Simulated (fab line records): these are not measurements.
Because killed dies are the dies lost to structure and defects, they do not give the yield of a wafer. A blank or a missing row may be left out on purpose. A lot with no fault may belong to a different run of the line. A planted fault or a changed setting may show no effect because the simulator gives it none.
Which tool was responsible? / flow sky130 / 45 wafers sampled from 15 lots at 1 step of a route of 708

== WHAT EACH GAUGE READ, for each wafer ==
SKY_LI_CONTACT_CD_MEAS_12 targets a cd of 170 nm.
lot=L704; measured=day 28 16:34; on=cdSem-01; cdNm (nm)=170.9 170.5 169.8
lot=L705; measured=day 29 12:40; on=cdSem-01; cdNm (nm)=166.3 167.6 166.9
lot=L707; measured=day 30 09:02; on=cdSem-01; cdNm (nm)=171.1 172.7 170.1
lot=L711; measured=day 31 12:11; on=cdSem-01; cdNm (nm)=170.9 171.0 172.4
lot=L712; measured=day 31 18:26; on=cdSem-01; cdNm (nm)=168.4 167.9 169.1
lot=L713; measured=day 32 03:26; on=cdSem-01; cdNm (nm)=170.2 170.6 168.7
lot=L718; measured=day 33 22:56; on=cdSem-01; cdNm (nm)=170.9 171.1 170.5
lot=L719; measured=day 34 09:14; on=cdSem-01; cdNm (nm)=168.4 169.0 169.1
lot=L720; measured=day 34 12:35; on=cdSem-01; cdNm (nm)=169.6 171.0 171.6
lot=L721; measured=day 34 22:08; on=cdSem-01; cdNm (nm)=170.7 169.2 170.2
lot=L722; measured=day 35 07:31; on=cdSem-02; cdNm (nm)=170.3 171.3 170.9
lot=L724; measured=day 35 19:01; on=cdSem-02; cdNm (nm)=172.0 172.1 173.0
lot=L725; measured=day 36 00:44; on=cdSem-01; cdNm (nm)=171.4 172.0 170.7
lot=L726; measured=day 36 06:20; on=cdSem-01; cdNm (nm)=169.9 171.1 169.3
lot=L727; measured=day 37 03:25; on=cdSem-01; cdNm (nm)=171.3 170.8 171.0

== WHICH TOOL RAN EACH LOT (tool, then ch and the chambers of the sampled wafers, then the start) ==
The record holds no process step before these readings.

== AS READ BY THE TOOLS THEMSELVES (means over the sampled wafers that have a number; for cases with no such wafer, the mark the record gives instead) ==
The record holds no such reading with a usual standard deviation.

== THE ANSWER, worked out from the rows above alone ==
Rule: the lots themselves supply what counts as usual. Put in order of their means at a reading, lots are off if they are a third of the lots or fewer, leave a main group of 4 or more, and stand apart from it by a gap of 3 or more times the standard deviation of the main group's means; of several such gaps the widest counts. A main group whose means are all the same, to the digits that the tables above print for the reading, isn't used. Also off: a lot with no number at a reading for which 4 or more lots have one. The other lots that the step has rows for count as sound. After the gauges, taken in route order, come the tools' own readings; for these a lot's mean is taken, as printed above. The first step at which some lot is off is used, and at that step the reading that is off furthest; a lot without a number counts as furthest.
Across all readings shown, no lot is off: no conclusion can be drawn from this.

== WHAT WAS PUT IN BY THE SIMULATOR ==
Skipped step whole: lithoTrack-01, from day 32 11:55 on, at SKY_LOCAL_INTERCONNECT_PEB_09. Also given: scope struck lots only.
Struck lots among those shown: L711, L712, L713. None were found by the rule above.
